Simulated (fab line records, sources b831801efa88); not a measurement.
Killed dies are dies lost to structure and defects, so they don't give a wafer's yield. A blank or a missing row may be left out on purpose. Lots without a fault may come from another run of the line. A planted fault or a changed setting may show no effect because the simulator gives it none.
Chamber matching | flow gf180mcu | GF_CONTACT_CMP_27 on cmp-02: 4 sister chambers
The step polishes, stops on SiO2, t overpolish 15 s, target thk 0 nm. 7 wafers are shown with their chamber, then 7 later ones without.

WAFERS WITH THEIR CHAMBER
wafer  | chamber | motor_current_A (A) | time_to_endpoint_s (s)
L255.4 | 0       | 10.3                | 71
L257.5 | 3       | 9.6                 | 73
L262.2 | 1       | 12.2                | 74
L262.3 | 2       | 11.2                | 80
L262.4 | 3       | 10.0                | 71
L266.3 | 1       | 12.0                | 74
L266.4 | 2       | 10.4                | 78

WAFERS WITHOUT THEIR CHAMBER
wafer  | motor_current_A (A) | time_to_endpoint_s (s)
L266.6 | 9.4                 | 67
L268.2 | 10.7                | 79
L268.3 | 12.7                | 76
L268.5 | 10.1                | 70
L269.1 | 10.3                | 67
L269.3 | 11.4                | 76
L269.5 | 12.6                | 78

WHICH CHAMBER EACH WENT THROUGH
wafer  | from the rows above     | in truth
L266.6 | can't be placed: 0 or 3 | 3
L268.2 | 2                       | 2
L268.3 | 1                       | 1
L268.5 | can't be placed: 0 or 3 | 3
L269.1 | can't be placed: 0 or 3 | 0
L269.3 | can't be placed: 1 or 2 | 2
L269.5 | can't be placed: 1 or 2 | 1
Placed correctly: 2 of 7. Can't be placed from these rows: 5 (the true chamber is among the candidates in 5). Placed wrongly: 0.
How it was worked out, from the rows above alone: a wafer's distance from a chamber is the root of the sum, over the readings, of the square of ((its reading less the chamber's mean) divided by the reading's scatter). The wafer belongs to the nearest chamber; if the next one is less than 2 further off, it can't be placed. A chamber's mean is the mean of its shown wafers. The scatter: the root of (the sum of the squares of (reading less its chamber's mean) over the shown wafers, divided by (wafers less chambers)).
